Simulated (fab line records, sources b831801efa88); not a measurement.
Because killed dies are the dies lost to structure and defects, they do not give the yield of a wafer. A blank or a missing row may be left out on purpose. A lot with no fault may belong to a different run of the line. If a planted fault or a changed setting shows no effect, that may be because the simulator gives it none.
Split-lot experiment ; flow gf180mcu ; 5 lots, 23 wafers read, on a route of 602 steps

== THE SPLIT ITSELF ==
At GF_PSD_IMPLANT_09, the setting energy kev was moved away from the recipe's 40 on 8 of the 23 wafers read, by -6.7% to +3.1%. This setting was run at the recipe's value on the other wafers.

== FROM THE SPLIT TO THE READING: what the file shows between them, 4 steps ==
- GF_PSD_STRIP_10: strips in O2/N2
- GF_PSD_TW_MEAS_11
- GF_PSD_CLEAN_12: cleans in SC1/SC2, time 150 s
- GF_PSD_RTA_13: time 20 s

== THE READING ==
PSD_RS, in ohm/sq, at GF_PSD_RS_MEAS_15 (measures by four-point-probe). Typical for fault-free wafers on this fab line: 108.66 ohm/sq, with standard deviation 0.28 ohm/sq.

wafer;tool, chamber at the split;energy kev as run;against the recipe;PSD_RS, ohm/sq;against lot-mates on the recipe
L077.1;implanter-03, 0;40;recipe;108.91;-
L077.2;implanter-03, 0;40;recipe;108.25;-
L077.4;implanter-03, 0;40;recipe;108.08;-
L077.5;implanter-03, 0;40;recipe;108.70;-
L077.6;implanter-03, 0;40;recipe;108.64;-
L079.1;implanter-04, 0;37.86;-5.3%;111.25;+2.90
L079.2;implanter-04, 0;40;recipe;108.36;-
L079.3;implanter-04, 0;37.86;-5.3%;111.14;+2.79
L079.4;implanter-04, 0;40;recipe;108.44;-
L079.5;implanter-04, 0;40;recipe;108.24;-
L080.2;implanter-02, 0;37.32;-6.7%;112.43;+3.75
L080.3;implanter-02, 0;40;recipe;108.40;-
L080.4;implanter-02, 0;37.32;-6.7%;112.61;+3.92
L080.5;implanter-02, 0;37.32;-6.7%;112.81;+4.12
L080.6;implanter-02, 0;40;recipe;108.97;-
L081.1;implanter-04, 0;41.24;+3.1%;106.44;-2.16
L081.2;implanter-04, 0;40;recipe;108.67;-
L081.3;implanter-04, 0;41.24;+3.1%;106.73;-1.87
L081.4;implanter-04, 0;40;recipe;108.53;-
L081.5;implanter-04, 0;41.24;+3.1%;106.77;-1.83
L082.2;implanter-03, 0;40;recipe;108.99;-
L082.5;implanter-03, 0;40;recipe;109.04;-
L082.6;implanter-03, 0;40;recipe;109.01;-

THE FIT
A straight line over all 23 wafers: PSD_RS changes by -0.577 ohm/sq for each +1% of energy kev; r = -0.98; the points scatter about the line by 0.32 ohm/sq.
The same after taking each lot's own level away (the mean of its wafers on the recipe; 23 wafers): -0.582 ohm/sq for each +1%; r = -0.99; scatter 0.22 ohm/sq.
On that fit, the largest move of energy kev shifts the reading by 3.9 ohm/sq.
The lots' own levels span 108.347 to 109.013 ohm/sq, that is 2.4 times the standard deviation above.
Hence the lot-to-lot level has little effect on the slope; both slopes agree.
Check: with one of the wafers moved furthest among these (-6.7%) left out of the fit, the line predicts +3.89 ohm/sq for it against its lot-mates. Against them it came out at +3.75 ohm/sq.

== THE OTHER SPLITS THESE WAFERS WENT THROUGH ==
Note: prior to the reading, these wafers also went through further splits. Each is held against what the fit with the lots' levels taken away leaves over:
other split on the same wafers;wafers away from the commonest value;r with PSD_RS (lot level and that fit taken away)
GF_NSD_COAT_02 spin rpm;6;-0.29

== THE WHOLE CHAIN: every reading that the file lists as answering this split, in the file's order ==
step;what it does;reading;change (the file's fit);r (the file's)
GF_PSD_IMPLANT_09;;implant.rp nm (the simulator's own value, which no gauge read);+0.245 nm for each +1% of the setting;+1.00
GF_PSD_IMPLANT_09;;implant.drp nm (the simulator's own value, which no gauge read);+0.112 nm for each +1% of the setting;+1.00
GF_PSD_STRIP_10;strips in O2/N2;strip time to endpoint s;withheld for each +1% of the setting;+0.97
GF_PSD_TW_MEAS_11;;PSD_TW;+7.42 for each +1% of the setting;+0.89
GF_PSD_RS_MEAS_15;measures by four-point-probe;PSD_RS;-0.573 for each +1% of the setting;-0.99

== FILE'S OWN FIT ==
PSD_RS changes by -0.573 ohm/sq for each +1% of energy kev, r = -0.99.
